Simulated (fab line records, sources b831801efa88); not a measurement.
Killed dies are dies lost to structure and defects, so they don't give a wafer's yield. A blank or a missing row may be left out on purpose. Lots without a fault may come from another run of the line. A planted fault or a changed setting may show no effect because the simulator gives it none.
fab line records | flow sky130
record lots=6 wafers=18 last_day=50
route steps=708 shown METAL4@623 PAD_OPEN@708
lots that met no fault: from a run of the same line without faults
start_h: hours from the record's first day to the start of the lot's first wafer shown | wait_h: hours since the lot's step before | " the same as in the row above | L1.1+2: a row that stands for several wafers | - no value, or no start given | * or withheld: withheld | < > ~ a bound
route shown NAME@n: a module of which the file shows steps, and the number in the route of the first | usual: mean/standard deviation of fault-free wafers | same: alike in all rows | chamber/n: place in a boat | sites: the reading at each site | _std_site: their standard deviation | _edge_site: outer sites' mean less inner sites' | radius_mm: how far each site lies from the wafer's centre | mask NAME#n: copy n | behind: the tool/chamber that last shaped the wafer | hold: why the lot was held/for how many hours/how that ended | device: the transistor (n, p or np) that didn't switch | end of line: the same wafers' tests at the end of the route | a step without rows: its recipe alone | killed: dies lost to structure and defects at the first sort, not the wafer's yield | map: a wafer's dies, x killed, . not, _ none there
set.NAME: the setting as run; set.NAME@STEP: as run at that earlier step | model.NAME: the simulator's own value behind a step, which no gauge read
lots at some steps of the route; a table a step, a row a wafer
services: from which hour (start_h, from the record's first day; less than 0 if before it) a tool's chamber was out of use, for how many hours, and why
## steps
# step SKY_METAL4_COAT_07
# recipe resist=BARC temp_c=withheld time_s=withheld spin_rpm=3000 resist_thk_nm=60
# step SKY_METAL4_COAT_08
# recipe resist=KrF-thick spin_rpm=3000 resist_thk_nm=1140
# step SKY_METAL4_SOFTBAKE_09
# recipe temp_c=100 time_s=90 resist=KrF-thick
# step SKY_METAL4_EXPOSE_10
# recipe mask_id=MM4 na=0.68 source_shape=annular sigma_inner=0.4 sigma_outer=0.8 target_cd_nm=300 dose_mj=28
# step SKY_METAL4_PEB_11
# recipe peb_temp_c=withheld peb_time_s=withheld resist=KrF-thick
# step SKY_METAL4_DEVELOP_12
# recipe develop_time_s=60 resist=KrF-thick dev_temp_c=21
# step SKY_METAL4_CD_MEAS_13
# recipe target_cd_nm=300
# usual cd_nm=299.5/1.6
# columns lot.wafer tool chamber start_h wait_h cd_nm
L692.1 cd_sem-02 - 1023.93 - 297.5
L692.3 " - " " 297.0
L692.5 " - " " 296.9
L693.1 cd_sem-02 - 1033.62 - 300.9
L693.2 " - " " 300.5
L693.4 " - " " 300.7
L696.3 cd_sem-02 - 1051.01 - 300.0
L696.4 " - " " 301.2
L696.5 " - " " 299.2
L697.1 cd_sem-02 - 1052.97 - 296.1
L697.2 " - " " 296.0
L697.6 " - " " 296.3
L704.1 cd_sem-02 - 1102.02 - 301.1
L704.3 " - " " 299.8
L704.5 " - " " 299.9
L706.2 cd_sem-01 - 1110.34 - 297.7
L706.4 " - " " 299.8
L706.5 " - " " 297.5
# step SKY_METAL4_OVL_MEAS_14
# usual METAL4_OVL=-3/5.9
# columns lot.wafer tool chamber start_h wait_h METAL4_OVL[nm]
L692.1 overlay-01 - 1024.05 0.1 -8
L692.3 " - " " -9
L692.5 " - " " -1
L693.1 overlay-01 - 1033.74 0.1 -2
L693.2 " - " " 8
L693.4 " - " " -4
L696.3 overlay-01 - 1051.10 0.1 -11
L696.4 " - " " -12
L696.5 " - " " -10
L697.1 overlay-01 - 1053.09 0.1 -7
L697.2 " - " " -4
L697.6 " - " " -4
L704.1 overlay-02 - 1102.14 0.1 -7
L704.3 " - " " 0
L704.5 " - " " 3
L706.2 overlay-01 - 1110.44 0.1 4
L706.4 " - " " 2
L706.5 " - " " 4
# step SKY_METAL4_DESCUM_15
# recipe chemistry=O2 source_power_w=150 bias_power_w=0 pressure_mtorr=10 temp_c=40 time_s=8
# usual drypump_motor_current_A=5.8/0.42 oes_product_au=1.000/0.01
# columns lot.wafer tool chamber start_h wait_h drypump_motor_current_A oes_product_au rf_hours_counter_h
L692.1 rie_metal-02 0 1024.09 0.0 5.7 1.008 16
L692.3 " 1 " " 6.2 0.988 -
L692.5 " 1 " " 6.2 0.995 -
L693.1 rie_metal-02 1 1033.78 0.0 6.2 0.997 19
L693.2 " 0 " " 5.7 0.998 17
L693.4 " 1 " " 6.2 0.991 -
L696.3 rie_metal-02 0 1051.13 0.0 5.7 1.001 -
L696.4 " 1 " " 6.2 0.989 -
L696.5 " 0 " " 5.7 1.006 -
L697.1 rie_metal-02 1 1053.13 0.0 6.2 1.002 20
L697.2 " 0 " " 5.7 0.999 18
L697.6 " 0 " " 5.7 1.007 -
L704.1 rie_metal-04 1 1102.18 0.0 5.0 0.998 8
L704.3 " 1 " " 5.0 0.995 -
L704.5 " 1 " " 5.0 0.989 -
L706.2 rie_metal-04 1 1110.48 0.0 5.0 0.986 -
L706.4 " 1 " " 5.0 0.981 -
L706.5 " 1 " " 5.0 0.984 -
# step SKY_METAL4_ETCH_16
# recipe chemistry=N2/H2 target=BARC ion_energy_ev=200 bias_w=100 pressure_mtorr=30 n2_flow_sccm=100 h2_flow_sccm=200 icp_w=500 stop_on=SiO2 time_s=88.2 target_depth_a=600
# usual drypump_motor_current_A=5.8/0.43 oes_product_au=0.625/0.0046 throttle_valve_pct=13.206/0.009
# columns lot.wafer tool chamber start_h wait_h drypump_motor_current_A oes_product_au rf_hours_counter_h throttle_valve_pct
L692.1 rie_metal-02 0 1024.12 0.0 5.7 0.619 16 13.206
L692.3 " 1 " " 6.2 0.625 - 13.210
L692.5 " 1 " " 6.2 0.625 - 13.186
L693.1 rie_metal-02 1 1033.81 0.0 6.2 0.622 19 13.194
L693.2 " 0 " " 5.7 0.625 17 13.191
L693.4 " 1 " " 6.2 0.627 - 13.203
L696.3 rie_metal-02 0 1051.19 0.0 5.7 0.623 - 13.205
L696.4 " 1 " " 6.2 0.622 - 13.212
L696.5 " 0 " " 5.7 0.624 - 13.206
L697.1 rie_metal-02 1 1053.16 0.0 6.2 0.622 20 13.227
L697.2 " 0 " " 5.7 0.625 18 13.195
L697.6 " 0 " " 5.7 0.621 - 13.198
L704.1 rie_metal-04 1 1102.21 0.0 5.1 0.623 8 13.192
L704.3 " 1 " " 5.0 0.628 - 13.198
L704.5 " 1 " " 5.0 0.609 - 13.224
L706.2 rie_metal-04 1 1110.57 0.1 5.0 0.617 - 13.199
L706.4 " 1 " " 5.0 0.623 - 13.197
L706.5 " 1 " " 5.0 0.624 - 13.214
# step SKY_METAL4_ETCH_17
# recipe target=SiO2 stop_on=TiN chemistry=C4F8/O2/Ar source_w=1500 bias_w=1200 pressure_mtorr=40 c4f8_flow_sccm=withheld O2_flow_sccm=6 Ar_flow_sccm=300 time_s=3.9 target_depth_a=150
# usual oes_product_au=0.754/0.0071
# columns lot.wafer tool chamber start_h wait_h oes_product_au rf_hours_counter_h
L692.1 rie_diel-01 2 1024.22 0.1 0.756 21
L692.3 " 0 " " 0.750 9
L692.5 " 0 " " 0.750 -
L693.1 rie_diel-01 0 1033.91 0.1 0.759 10
L693.2 " 1 " " 0.756 10
L693.4 " 2 " " 0.759 -
L696.3 rie_diel-01 0 1051.25 0.0 0.750 11
L696.4 " 1 " " 0.749 -
L696.5 " 0 " " 0.747 -
L697.1 rie_diel-01 0 1053.26 0.1 0.751 11
L697.2 " 2 " " 0.755 22
L697.6 " 0 " " 0.747 -
L704.1 rie_diel-02 1 1102.31 0.1 0.749 11
L704.3 " 0 " " 0.751 24
L704.5 " 3 " " 0.755 -
L706.2 rie_diel-02 0 1110.73 0.1 0.749 24
L706.4 " 2 " " 0.754 12
L706.5 " 0 " " 0.744 -
# step SKY_METAL4_METAL_ETCH_18
# recipe target_depth_a=8450 stop_on=SiO2 over_etch_frac=0.3 time_s=183.1 chemistry=Cl2/BCl3 resist_sidewall_deg=88 pressure_mtorr=10 icp_w=900 bias_w=48.5 Cl2_flow_sccm=60 bcl3_flow_sccm=30
# usual drypump_motor_current_A=5.7/0.49 oes_product_au=0.866/0.0061 throttle_valve_pct=22.264/0.0085
# same over_etch_frac=0.3
# columns lot.wafer tool chamber start_h wait_h drypump_motor_current_A oes_product_au rf_hours_counter_h throttle_valve_pct
L692.1 rie_metal-01 0 1024.24 0.0 5.8 0.860 18 22.272
L692.3 " 0 " " 5.8 0.862 - 22.256
L692.5 " 0 " " 5.8 0.864 - 22.250
L693.1 rie_metal-04 0 1033.92 0.0 5.5 0.875 25 22.253
L693.2 " 0 " " 5.5 0.859 - 22.269
L693.4 " 0 " " 5.5 0.866 - 22.263
L696.3 rie_metal-01 0 1051.33 0.1 5.8 0.864 - 22.279
L696.4 " 1 " " 6.4 0.863 - 22.263
L696.5 " 1 " " 6.4 0.852 - 22.284
L697.1 rie_metal-01 1 1053.28 0.0 6.4 0.859 9 22.261
L697.2 " 0 " " 5.8 0.860 20 22.270
L697.6 " 1 " " 6.4 0.862 - 22.270
L704.1 rie_metal-01 0 1102.33 0.0 5.8 0.865 23 22.250
L704.3 " 1 " " 6.4 0.871 - 22.265
L704.5 " 1 " " 6.4 0.866 - 22.262
L706.2 rie_metal-01 1 1110.75 0.0 6.4 0.872 14 22.281
L706.4 " 0 " " 5.8 0.858 - 22.245
L706.5 " 0 " " 5.8 0.873 - 22.257
# step SKY_METAL4_STRIP_19
# recipe chemistry=O2/N2 power_w=1400 pressure_mtorr=1500 platen_temp_c=withheld o2_flow_sccm=3000 n2_flow_sccm=300 overash_fraction=0.5
# usual chamber_pressure_mTorr=1500.0/1.4 drypump_motor_current_A=5.7/0.37 o2_flow_sccm=3000/8.1 oes_product_au=0.501/0.0062 overash_fraction=0.5/0 strip_time_to_endpoint_s=6.51/0.086
# columns lot.wafer tool chamber start_h wait_h chamber_pressure_mTorr drypump_motor_current_A o2_flow_sccm oes_product_au overash_fraction rf_hours_counter_h strip_time_to_endpoint_s model.KrF-thick_of_METAL4_COAT_08.thk_nm
L692.1 plasma_asher-03 1 1024.41 0.1 1500.6 5.7 3008 0.499 0.5 90 6.49 0
L692.3 " 1 " " 1499.8 5.7 2992 0.504 0.5 - 6.48 0
L692.5 " 0 " " 1500.2 5.7 2999 0.495 0.5 - 6.39 0
L693.1 plasma_asher-02 1 1034.28 0.3 1502.3 5.5 2989 0.495 0.5 117 6.51 0
L693.2 " 0 " " 1500.2 6.1 3012 0.501 0.5 117 6.57 0
L693.4 " 1 " " 1502.0 5.4 2997 0.497 0.5 - 6.58 0
L696.3 plasma_asher-02 1 1051.48 0.1 - - - - - - - 529.8
L696.4 " 0 " " - - - - - - - 517.8
L696.5 " 0 " " - - - - - - - 518.5
L697.1 plasma_asher-02 0 1053.45 0.1 - - - - - - - 512.8
L697.2 " 1 " " - - - - - - - 527.1
L697.6 " 0 " " - - - - - - - 521.7
L704.1 plasma_asher-04 0 1102.50 0.1 1501.0 6.1 3002 0.491 0.5 65 6.51 0
L704.3 " 1 " " 1499.2 5.2 3004 0.500 0.5 - 6.43 0
L704.5 " 0 " " 1501.6 6.1 3001 0.494 0.5 - 6.44 0
L706.2 plasma_asher-04 1 1110.93 0.1 1499.4 5.2 2993 0.509 0.5 66 6.49 0
L706.4 " 1 " " 1500.2 5.2 2990 0.502 0.5 - 6.53 0
L706.5 " 0 " " 1499.2 6.1 3001 0.498 0.5 - 6.56 0
# step SKY_METAL4_STRIP_20
# recipe chemistry=post_etch_residue_remover time_s=1200 temp_c=72.5
# step SKY_PAD_OPEN_PROBE_99
# usual defect_limited_yield=82.5/1.9 killed_at_M0_to_M3=42/7.4 killed_at_M4_up=3.4/1.8 killed_at_contacts=25/5.4 killed_at_front_end=15/4.4 killed_at_other=0.2/0.52 killed_dies=86/9.3 killed_on_rim=17/3.9 killed_open=47/7.6 killed_short=39/6.5 sort_bin_3_pad_short=0.9/0.46 sort_bin_5_function=10.3/1.5 sort_bin_6_memory=6.3/1.2 sort_n_pass=406/9.3 sort_yield_pct=82.5/1.9
# same gross_dies=492 killed_at_back_side=0 sort_bin_4_leakage[%]=0 sort_bin_8_speed[%]=0
# columns lot.wafer tool chamber start_h wait_h defect_limited_yield[%] killed_at_M0_to_M3 killed_at_M4_up killed_at_contacts killed_at_front_end killed_at_other killed_dies killed_on_rim killed_open killed_short sort_bin_3_pad_short[%] sort_bin_5_function[%] sort_bin_6_memory[%] sort_n_pass sort_yield_pct[%]
L693.1 prober-01 - 1123.77 0.1 83.7 34 9 20 17 0 80 14 33 47 1.0 10.2 5.1 412 83.7
L693.2 prober-01 - 1123.82 0.1 84.1 46 2 21 9 0 78 19 44 34 1.2 10.8 3.9 414 84.1
L693.4 prober-01 - 1123.92 0.2 83.9 41 2 24 12 0 79 19 37 42 0.4 9.1 6.5 413 83.9
L696.3 prober-02 - 1138.31 0.2 0 61 396 19 16 0 492 96 61 40 1.0 90.7 8.3 0 0
L696.4 prober-02 - 1138.36 0.2 0 38 410 24 20 0 492 96 59 32 1.4 91.3 7.3 0 0
L696.5 prober-02 - 1138.41 0.2 0 60 391 24 17 0 492 96 59 47 1.0 91.1 7.9 0 0
L697.1 prober-01 - 1140.40 0.1 0 58 392 19 23 0 492 96 53 52 1.0 90.4 8.5 0 0
L697.2 prober-01 - 1140.45 0.1 0 53 394 26 18 1 492 96 57 44 1.0 92.7 6.3 0 0
L697.6 prober-01 - 1140.65 0.2 0 48 419 15 10 0 492 96 46 30 0.6 94.1 5.3 0 0
L704.1 prober-02 - 1180.24 0.1 84.6 34 3 22 17 0 76 17 52 24 1.0 7.3 7.1 416 84.6
L704.3 prober-02 - 1180.34 0.2 82.3 51 3 20 13 0 87 22 36 51 1.6 8.7 7.3 405 82.3
L704.5 prober-02 - 1180.44 0.2 82.7 49 3 24 9 0 85 17 52 33 0.2 11.2 5.9 407 82.7
L706.2 prober-01 - 1188.20 0.1 82.5 35 5 33 13 0 86 13 43 43 0.2 12.4 4.9 406 82.5
L706.4 prober-01 - 1188.30 0.2 86.2 38 3 21 6 0 68 11 44 24 0.8 7.7 5.3 424 86.2
L706.5 prober-01 - 1188.35 0.2 83.1 31 5 30 17 0 83 19 46 37 0.6 8.9 7.3 409 83.1
# killed by level:class
L693.1 CONTACT:geometric_particle:open=7 METAL4:geometric_particle:short=7 POLY_GATE:geometric_particle:short=5 CONTACT:geometric_particle:short=5 METAL1:geometric_particle:short=5 VIA1:geometric_particle:open=5 FIELD_ISO:geometric_particle:short=4 VIA1:geometric_particle:short=4
L693.2 VIA1:geometric_particle:short=11 CONTACT:geometric_particle:open=9 VIA2:geometric_particle:open=9 VIA1:geometric_particle:open=8 METAL1:geometric_particle:short=5 VIA3:geometric_particle:open=4 LI_CONTACT:geometric_particle:open=3 CONTACT:geometric_particle:short=3
L693.4 METAL2:geometric_particle:short=11 VIA1:geometric_particle:open=10 CONTACT:geometric_particle:open=7 CONTACT:geometric_particle:short=6 LI_CONTACT:geometric_particle:open=5 VIA2:geometric_particle:open=5 FIELD_ISO:geometric_particle:short=4 LOCAL_INTERCONNECT:geometric_particle:short=4
L696.3 VIA4:area_hdpcvd=391 VIA1:geometric_particle:open=16 VIA3:geometric_particle:open=11 VIA2:geometric_particle:open=10 VIA1:geometric_particle:short=6 METAL2:geometric_particle:short=6 LI_CONTACT:geometric_particle:open=5 METAL4:geometric_particle:short=5
L696.4 VIA4:area_hdpcvd=401 CONTACT:geometric_particle:open=11 VIA2:geometric_particle:open=11 VIA1:geometric_particle:open=8 POLY_GATE:geometric_particle:open=7 METAL1:geometric_particle:short=7 LI_CONTACT:geometric_particle:open=6 METAL4:geometric_particle:short=6
L696.5 VIA4:area_hdpcvd=386 VIA2:geometric_particle:open=14 CONTACT:geometric_particle:open=10 LI_CONTACT:geometric_particle:open=9 VIA1:geometric_particle:open=9 VIA3:geometric_particle:open=9 VIA1:geometric_particle:short=7 METAL1:geometric_particle:short=6
L697.1 VIA4:area_hdpcvd=387 VIA1:geometric_particle:open=12 VIA1:geometric_particle:short=10 VIA2:geometric_particle:open=7 FIELD_ISO:geometric_particle:short=6 POLY_GATE:geometric_particle:open=6 LI_CONTACT:geometric_particle:open=6 VIA2:geometric_particle:short=6
L697.2 VIA4:area_hdpcvd=391 VIA2:geometric_particle:open=16 VIA1:geometric_particle:open=10 CONTACT:geometric_particle:open=8 LI_CONTACT:geometric_particle:open=7 METAL2:geometric_particle:short=7 LOCAL_INTERCONNECT:geometric_particle:short=6 FIELD_ISO:geometric_particle:short=4
L697.6 VIA4:area_hdpcvd=416 METAL2:geometric_particle:short=9 CONTACT:geometric_particle:open=8 VIA1:geometric_particle:open=7 VIA2:geometric_particle:open=7 LI_CONTACT:geometric_particle:open=6 VIA3:geometric_particle:open=6 METAL1:geometric_particle:short=5
L704.1 CONTACT:geometric_particle:open=11 VIA1:geometric_particle:open=9 FIELD_ISO:geometric_particle:open=7 VIA3:geometric_particle:open=6 LI_CONTACT:geometric_particle:open=5 VIA1:geometric_particle:short=5 POLY_GATE:geometric_particle:open=3 CONTACT:geometric_particle:short=3
L704.3 VIA1:geometric_particle:open=12 METAL2:geometric_particle:short=7 FIELD_ISO:geometric_particle:short=6 CONTACT:geometric_particle:open=6 VIA1:geometric_particle:short=6 METAL1:geometric_particle:short=6 VIA3:geometric_particle:open=6 VIA2:geometric_particle:open=5
L704.5 CONTACT:geometric_particle:open=11 VIA3:geometric_particle:open=11 VIA2:geometric_particle:open=8 VIA1:geometric_particle:open=7 METAL1:geometric_particle:short=6 CONTACT:geometric_particle:short=5 FIELD_ISO:geometric_particle:open=4 METAL2:geometric_particle:short=4
L706.2 CONTACT:geometric_particle:open=13 LI_CONTACT:geometric_particle:open=9 POLY_GATE:geometric_particle:short=5 VIA1:geometric_particle:open=5 VIA1:geometric_particle:short=5 LOCAL_INTERCONNECT:geometric_particle:short=4 METAL1:geometric_particle:short=4 VIA3:geometric_particle:short=4
L706.4 VIA3:geometric_particle:open=9 VIA2:geometric_particle:open=9 LI_CONTACT:geometric_particle:open=8 METAL1:geometric_particle:short=6 VIA1:geometric_particle:open=6 METAL2:geometric_particle:short=4 CONTACT:geometric_particle:open=4 FIELD_ISO:geometric_particle:open=3
L706.5 CONTACT:geometric_particle:open=13 CONTACT:geometric_particle:short=8 METAL2:geometric_particle:open=6 VIA1:geometric_particle:open=5 POLY_GATE:geometric_particle:short=4 METAL1:geometric_particle:short=4 VIA2:geometric_particle:open=4 METAL4:geometric_particle:short=4
# map L696.3 (x killed, . not)
__________xxxxxxxxxx_________
________xxxxxxxxxxxxxx_______
______xxxxxxxxxxxxxxxxxx_____
_____xxxxxxxxxxxxxxxxxxxx____
____xxxxxxxxxxxxxxxxxxxxxx___
___xxxxxxxxxxxxxxxxxxxxxxxx__
__xxxxxxxxxxxxxxxxxxxxxxxxxx_
_xxxxxxxxxxxxxxxxxxxxxxxxxxxx
_xxxxxxxxxxxxxxxxxxxxxxxxxxxx
_xxxxxxxxxxxxxxxxxxxxxxxxxxxx
_xxxxxxxxxxxxxxxxxxxxxxxxxxxx
_xxxxxxxxxxxxxxxxxxxxxxxxxxxx
_xxxxxxxxxxxxxxxxxxxxxxxxxxxx
_xxxxxxxxxxxxxxxxxxxxxxxxxxxx
_xxxxxxxxxxxxxxxxxxxxxxxxxxxx
__xxxxxxxxxxxxxxxxxxxxxxxxxx_
___xxxxxxxxxxxxxxxxxxxxxxxx__
____xxxxxxxxxxxxxxxxxxxxxx___
_____xxxxxxxxxxxxxxxxxxxx____
______xxxxxxxxxxxxxxxxxx_____
________xxxxxxxxxxxxxx_______
__________xxxxxxxxxx_________
# map L697.1 (x killed, . not)
__________xxxxxxxxxx_________
________xxxxxxxxxxxxxx_______
______xxxxxxxxxxxxxxxxxx_____
_____xxxxxxxxxxxxxxxxxxxx____
____xxxxxxxxxxxxxxxxxxxxxx___
___xxxxxxxxxxxxxxxxxxxxxxxx__
__xxxxxxxxxxxxxxxxxxxxxxxxxx_
_xxxxxxxxxxxxxxxxxxxxxxxxxxxx
_xxxxxxxxxxxxxxxxxxxxxxxxxxxx
_xxxxxxxxxxxxxxxxxxxxxxxxxxxx
_xxxxxxxxxxxxxxxxxxxxxxxxxxxx
_xxxxxxxxxxxxxxxxxxxxxxxxxxxx
_xxxxxxxxxxxxxxxxxxxxxxxxxxxx
_xxxxxxxxxxxxxxxxxxxxxxxxxxxx
_xxxxxxxxxxxxxxxxxxxxxxxxxxxx
__xxxxxxxxxxxxxxxxxxxxxxxxxx_
___xxxxxxxxxxxxxxxxxxxxxxxx__
____xxxxxxxxxxxxxxxxxxxxxx___
_____xxxxxxxxxxxxxxxxxxxx____
______xxxxxxxxxxxxxxxxxx_____
________xxxxxxxxxxxxxx_______
__________xxxxxxxxxx_________
## services
# columns tool chamber start_h hours kind
rie_diel-02 3 1005.23 8.1 repair
rie_diel-02 0 1007.88 15.0 repair
rie_diel-02 - 1025.26 15.6 pm
rie_metal-04 1 1025.74 13.0 repair
rie_diel-01 3 1033.27 - clean
rie_diel-01 3 1033.27 20.6 scheduled_down
rie_diel-01 3 1033.27 20.6 vent_cycle
rie_diel-01 1 1035.15 4.9 repair
rie_diel-02 0 1041.17 2.9 repair
plasma_asher-02 - 1055.25 9.0 pm
plasma_asher-02 0 1055.25 9.0 vent_cycle
plasma_asher-02 1 1055.25 9.0 vent_cycle
plasma_asher-04 - 1063.70 28.1 pm
plasma_asher-02 0 1064.25 - clean
plasma_asher-02 1 1064.25 - clean
rie_diel-01 3 1078.31 10.2 repair
plasma_asher-03 - 1098.16 1.7 repair
plasma_asher-04 - 1105.90 0.8 repair
rie_metal-04 0 1108.49 13.5 repair
## key
first_sign step=SKY_METAL4_STRIP_19 reading=tool_record direction=missing
effect step=SKY_PAD_OPEN_PROBE_99 reading=killed_at_M4_up direction=up sigmas=99+ usual=3.4 struck=400.3
model_effect step=SKY_METAL4_STRIP_19 value=KrF-thick_of_METAL4_COAT_08.thk_nm without=0 struck=521.3
more_kills_born_at SKY_VIA4_HDPCVD_00@hdpcvd-02=1194 SKY_VIA4_HDPCVD_00@hdpcvd-01=1178
met_at SKY_METAL4_STRIP_19
struck_wafers L696.3,L696.4,L696.5,L697.1,L697.2,L697.6
later_rows_left_out L696.3,L696.4,L696.5,L697.1,L697.2,L697.6
onset_between 1034.28 1051.48
fault kind=skipped_step_whole tool=plasma_asher-02 chamber=- onset_h=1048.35 steps=SKY_METAL4_STRIP_19 scope=struck_lots_only
# later_rows_left_out: the simulator's readings of these wafers behind a module that went badly wrong aren't trusted and aren't shown, but for the sort
